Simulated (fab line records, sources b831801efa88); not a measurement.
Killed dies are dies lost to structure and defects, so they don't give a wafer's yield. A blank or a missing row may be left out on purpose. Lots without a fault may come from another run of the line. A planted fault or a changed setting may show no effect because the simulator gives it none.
Which tool did it? | flow gf180mcu | 13 lots, 39 wafers sampled, at 4 steps of a route of 602

WHAT THE GAUGES READ, wafer by wafer
GF_NWELL_OVL_MEAS_07.
lot  | measured    | on         | NWELL_OVL (nm)
L611 | day 3 06:46 | overlay-02 | -1.0 0.2 -0.5
L612 | day 3 12:35 | overlay-01 | 0.1 -1.6 0.8
L613 | day 3 17:38 | overlay-01 | 0.2 -1.6 -0.6
L618 | day 4 22:59 | overlay-02 | -0.5 0.2 1.1
L624 | day 6 06:08 | overlay-01 | 2.4 3.3 2.9
L625 | day 6 11:49 | overlay-02 | -2.0 -0.9 -0.8
L626 | day 6 20:26 | overlay-01 | -1.2 1.7 1.4
L628 | day 7 05:32 | overlay-02 | 1.2 0.7 2.6
L629 | day 7 10:20 | overlay-02 | -1.4 -0.5 -1.6
L630 | day 7 15:17 | overlay-02 | 0.7 -0.8 -3.4
L631 | day 7 19:43 | overlay-02 | 1.7 -0.4 0.2
L632 | day 8 01:41 | overlay-02 | -0.9 -1.3 -1.8
L633 | day 8 08:11 | overlay-02 | 0.1 -2.2 -1.0

GF_V1_OVL_MEAS_15.
lot  | measured     | on         | V1_OVL (nm)
L611 | day 17 20:17 | overlay-02 | 2 2 -1
L612 | day 17 23:50 | overlay-01 | -4 -3 3
L613 | day 18 10:43 | overlay-01 | -2 -16 -6
L618 | day 21 01:54 | overlay-02 | 2 -13 -4
L624 | day 23 10:07 | overlay-02 | 4 -3 3
L625 | day 23 20:51 | overlay-02 | 7 7 7
L626 | day 24 05:05 | overlay-01 | -3 2 8
L628 | day 24 12:33 | overlay-01 | 8 11 2
L629 | day 24 14:24 | overlay-01 | 6 2 -4
L630 | day 25 09:27 | overlay-02 | 3 0 11
L631 | day 25 04:05 | overlay-02 | 2 3 1
L632 | day 25 10:43 | overlay-02 | 10 7 2
L633 | day 25 18:01 | overlay-02 | 2 7 -1

GF_V1_THK_MEAS_25: measures by xrf.
lot  | measured     | on            | V1_W_THK (nm)
L611 | day 17 21:19 | film_metro-04 | 344 345 347
L612 | day 18 00:56 | film_metro-02 | 340 333 330
L613 | day 18 11:52 | film_metro-01 | 347 349 353
L618 | day 21 02:56 | film_metro-01 | 346 345 348
L624 | day 23 11:10 | film_metro-01 | 344 340 351
L625 | day 23 21:53 | film_metro-02 | 338 336 338
L626 | day 24 06:07 | film_metro-04 | 344 349 351
L628 | day 24 13:35 | film_metro-01 | 343 348 345
L629 | day 24 15:28 | film_metro-04 | 345 338 343
L630 | day 25 10:33 | film_metro-01 | 355 347 356
L631 | day 25 05:08 | film_metro-04 | 346 345 344
L632 | day 25 11:48 | film_metro-02 | 343 341 345
L633 | day 25 19:05 | film_metro-04 | 347 351 352

WHICH TOOL RAN EACH LOT (tool, then ch and the chambers of the sampled wafers, then the start)
lot  | GF_POLY_GATE_ETCH_13
L611 | rie_si-01 ch 0,1, day 9 05:20
L612 | rie_si-01 ch 1,2,3, day 9 10:14
L613 | rie_si-01 ch 0,2,3, day 9 16:59
L618 | rie_si-02 ch 0,2, day 11 09:56
L624 | rie_si-01 ch 1,2,3, day 13 07:44
L625 | rie_si-01 ch 0,2,3, day 13 13:59
L626 | rie_si-02 ch 2,3, day 14 00:35
L628 | rie_si-02 ch 2,3, day 14 11:11
L629 | rie_si-01 ch 2,3, day 14 11:56
L630 | rie_si-01 ch 0,2, day 15 02:32
L631 | rie_si-02 ch 0,2, day 15 02:29
L632 | rie_si-02 ch 0,2,3, day 15 08:39
L633 | rie_si-02 ch 1,2,3, day 15 15:56
- GF_POLY_GATE_ETCH_13: etches poly-Si in HBr/Cl2, stops on SiO2, target depth 198.5 nm, time 69.6 s.

WHAT THE TOOLS THEMSELVES READ (means of the sampled wafers that have a number; where no wafer has one, the mark that the record gives instead)
GF_POLY_GATE_ETCH_13.
lot  | tool      | HBr_flow_sccm (sccm) | drypump_motor_current_A (A) | he_backside_leak_sccm (sccm) | oes_product_au (a.u.) | run_length_s (s) | throttle_valve_pct (%)
L611 | rie_si-01 | 149.6                | 5.2                         | 2.76                         | 0.980                 | 98.1             | 33.681
L612 | rie_si-01 | 149.8                | 5.6                         | 2.60                         | 0.986                 | 97.7             | 33.685
L613 | rie_si-01 | 150.2                | 5.5                         | 2.63                         | 0.978                 | 97.8             | 33.680
L618 | rie_si-02 | 149.4                | 5.8                         | 2.58                         | 0.993                 | 99.3             | 33.678
L624 | rie_si-01 | 150.0                | 5.6                         | 2.67                         | 0.979                 | 97.8             | 33.683
L625 | rie_si-01 | 150.2                | 5.5                         | 2.65                         | 0.988                 | 97.8             | 33.681
L626 | rie_si-02 | 150.0                | 6.3                         | 2.57                         | 0.996                 | 97.9             | 33.680
L628 | rie_si-02 | 150.2                | 6.0                         | 2.54                         | 1.008                 | 98.2             | 33.688
L629 | rie_si-01 | 150.0                | 5.9                         | 2.59                         | 0.982                 | 97.5             | 33.679
L630 | rie_si-01 | 150.1                | 5.5                         | 2.71                         | 0.987                 | 97.8             | 33.690
L631 | rie_si-02 | 150.1                | 5.8                         | 2.52                         | 0.984                 | 98.7             | 33.691
L632 | rie_si-02 | 150.1                | 6.1                         | 2.51                         | 0.992                 | 98.0             | 33.682
L633 | rie_si-02 | 149.9                | 6.0                         | 2.50                         | 0.994                 | 98.0             | 33.680

THE ANSWER, worked out from the rows above alone
Rule: what is usual is taken from the lots themselves. Put in order of their means at a reading, lots are off if they are a third of the lots or fewer, leave a main group of 4 or more, and stand apart from it by a gap of 3 or more times the standard deviation of the main group's means; of several such gaps the widest counts. A main group whose means are all the same, to the digits that the tables above print for the reading, isn't used. A lot without any number at a reading at which 4 lots or more have one is off too. The other lots that the step has rows for count as sound. The gauges are gone through in route order, then the tools' own readings, and for those a lot's mean is taken as printed above. The first step at which some lot is off is used, and at that step the reading that is off furthest; a lot without a number counts as furthest.
No lot is off at any reading shown: from this, nothing can be told.

WHAT THE SIMULATOR HAD PUT IN
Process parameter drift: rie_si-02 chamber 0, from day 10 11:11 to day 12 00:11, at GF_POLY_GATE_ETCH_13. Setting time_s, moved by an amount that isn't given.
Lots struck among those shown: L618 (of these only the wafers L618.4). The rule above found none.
